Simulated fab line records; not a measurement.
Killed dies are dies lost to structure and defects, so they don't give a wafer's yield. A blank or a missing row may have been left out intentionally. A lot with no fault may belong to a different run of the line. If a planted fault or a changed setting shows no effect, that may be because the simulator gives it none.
What tool caused it?    flow sky130    72 wafers sampled from 24 lots at 1 step of a route of 708

== WHAT THE GAUGES SHOWED, per wafer ==
SKY_METAL1_THK_MEAS_06: measures by xrf. Usual: METAL1_ALCU_THK typically reads 249.0 nm, with standard deviation 2.7.
lot   measured      on            METAL1_ALCU_THK (nm)  flag
L074  day 31 11:13  filmMetro-03  247.6 249.0 250.0     
L075  day 31 21:43  filmMetro-01  245.0 244.2 244.8     
L076  day 32 04:23  filmMetro-01  255.0 252.1 255.6     
L078  day 32 14:25  filmMetro-01  247.8 247.3 247.1     
L077  day 32 15:11  filmMetro-03  248.3 248.5 250.6     
L079  day 33 02:55  filmMetro-03  251.4 248.1 246.8     
L080  day 33 14:38  filmMetro-02  249.7 248.9 249.6     
L081  day 33 22:42  filmMetro-01  247.3 246.2 247.0     
L083  day 34 12:03  filmMetro-03  248.6 252.5 252.8     
L082  day 34 13:39  filmMetro-01  249.3 248.6 246.4     
L085  day 35 00:17  filmMetro-01  250.0 252.6 247.3     
L084  day 35 04:32  filmMetro-01  247.8 242.9 247.2     
L086  day 35 09:24  filmMetro-02  251.8 250.8 250.0     
L087  day 35 19:32  filmMetro-02  246.8 252.3 248.3     
L088  day 36 07:50  filmMetro-01  250.1 247.6 247.8     
L089  day 36 15:26  filmMetro-02  248.4 248.7 248.4     
L090  day 36 20:50  filmMetro-03  247.2 246.9 247.8     
L091  day 36 22:45  filmMetro-01  242.6 245.5 245.5     
L092  day 37 09:26  filmMetro-02  248.7 250.5 249.3     
L093  day 37 20:32  filmMetro-02  251.2 247.9 249.7     
L094  day 38 03:49  filmMetro-03  250.4 249.8 252.2     
L095  day 38 05:02  filmMetro-02  251.0 249.7 253.9     
L096  day 38 12:01  filmMetro-03  250.7 248.8 243.9     
L097  day 38 13:55  filmMetro-02  248.4 249.6 249.2     

== EACH LOT AND THE TOOL THAT RAN IT (in order: tool; ch and the chambers of the sampled wafers; start) ==
There is no process step in the record ahead of these readings.

== AS READ BY THE TOOLS THEMSELVES (means over the sampled wafers that have a number; for cases with no such wafer, the mark the record gives instead) ==
The record holds no such reading with a usual standard deviation.

== THE ANSWER, worked out from the rows above alone ==
Rule: lot off if the mean of its wafers having a number is beyond 3 standard deviations from the usual mean. A lot without any number at a reading at which 4 lots or more have one is off too. The other lots that the step has rows for count as sound. After the gauges, taken in route order, come the tools' own readings; for these a lot's mean is taken, as printed above. At the first step where some lot is off, the reading lying furthest off is the one used; lots without a number count as furthest.
Nothing can be told from this: no lot is off at any reading shown.

== WHAT THE SIMULATOR HAD INSERTED ==
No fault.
